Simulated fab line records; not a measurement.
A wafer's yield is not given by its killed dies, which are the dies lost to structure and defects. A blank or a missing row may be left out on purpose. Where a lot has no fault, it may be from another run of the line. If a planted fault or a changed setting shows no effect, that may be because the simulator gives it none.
A struck lot beside a sound one + flow sky130 + 15 out of 708 route steps
Sound: wafers L724.4, L724.5, L724.6. The struck wafers were L744.2, L744.4, L744.5. The cause is named last.
Order at every step that has rows: each side's tool, ch and its chambers, its first start. Under that, the readings that differ: sound wafers + struck wafers + difference of the means + sigmas: that difference in standard deviations of wafers without a fault.
alike: a reading whose means differ by less than 2 such deviations, as well as words and numbers matching on both sides. not compared: withheld readings; readings where some wafer has no value; bounds like >300 that might hide an equal value; numbers whose values overlap and for which the record gives no deviation.
The two part at a step that has a row with sigmas, a row that says differs or no value, or rows on one side only. Numbers that don't overlap but have no deviation are shown without sigmas and don't part them. A reading that every wafer of one side lacks parts them only if that side has two wafers or more.

SKY_VT_ADJUST_PCH_STRIP_09: strips in O2/N2.
  sound on plasma_asher-04 ch 0,1, day 10 20:02; struck on plasma_asher-02 ch 0, day 16 22:39
  alike: drypump_motor_current_A, o2_flow_sccm, oes_product_au, strip_time_to_endpoint_s
  not compared: rf_hours_counter_h
SKY_VT_ADJUST_PCH_TW_MEAS_10:
  sound on film_metro-03, day 10 20:08; struck on film_metro-04, day 16 22:46
  alike: VT_ADJUST_PCH_TW
then, 7 steps without rows for these wafers: SKY_SONOS_TUNNEL_DEHYDRATE_00 (time 60 s); SKY_SONOS_TUNNEL_HMDS_01 (prime time 60 s); SKY_SONOS_TUNNEL_COAT_02 (resist thk 1155 nm); SKY_SONOS_TUNNEL_SOFTBAKE_03 (time 60 s); SKY_SONOS_TUNNEL_EXPOSE_04 (exposes mask TUNM, target cd 410 nm); SKY_SONOS_TUNNEL_PEB_05; SKY_SONOS_TUNNEL_DEVELOP_06 (develop time 60 s).
SKY_SONOS_TUNNEL_CD_MEAS_07 targets a cd of 410 nm.
  sound on cd_sem-02, day 11 19:19; struck on cd_sem-02, day 18 03:45
  alike: cd_nm
SKY_SONOS_TUNNEL_OVL_MEAS_08:
  sound on overlay-01, day 11 19:23; struck on overlay-02, day 18 03:51
  alike: SONOS_TUNNEL_OVL
following that, these wafers have no rows for 1 step: SKY_SONOS_TUNNEL_IMPLANT_09.
SKY_SONOS_TUNNEL_WET_ETCH_10: etches SiO2 in dHF, target depth 14 nm, time 280 s.
  sound on wet_bench-04 ch 3, day 11 19:34; struck on wet_bench-02 ch 0, day 18 04:02
  no value came back on the struck wafers for bath_heat_duty_pct (%), run_length_s (s); on the sound wafers bath_heat_duty_pct (%) reads 6.9 6.6 6.9
then, 1 step without rows for these wafers: SKY_SONOS_TUNNEL_STRIP_11 (strips in SPM, time 600 s).
-- here the record skips 32 days between the struck wafers' starts before and after, leaving off in module SONOS_TUNNEL and picking up in module PAD_OPEN (first step shown: number 708 of the route) --
SKY_PAD_OPEN_PROBE_99:
  sound on prober-02, day 46 07:31; struck on prober-01, day 50 14:16
| reading             | sound    | struck      | difference | sigmas      |
|---------------------|----------|-------------|------------|-------------|
| killed_at_front_end | 12 14 14 | 420 420 422 | +407       | +99 or more |
| killed_dies         | 86 72 86 | 492 492 492 | +411       | +42         |
| killed_on_rim       | 18 15 16 | 96 96 96    | +80        | +21         |
  alike: killed_at_M0_to_M3, killed_at_M4_up, killed_at_contacts, killed_at_other, killed_open, killed_short

## WHERE THEY PART
First at SKY_SONOS_TUNNEL_WET_ETCH_10; last, within this record, at SKY_PAD_OPEN_PROBE_99.

WHY: what had been put in by the simulator
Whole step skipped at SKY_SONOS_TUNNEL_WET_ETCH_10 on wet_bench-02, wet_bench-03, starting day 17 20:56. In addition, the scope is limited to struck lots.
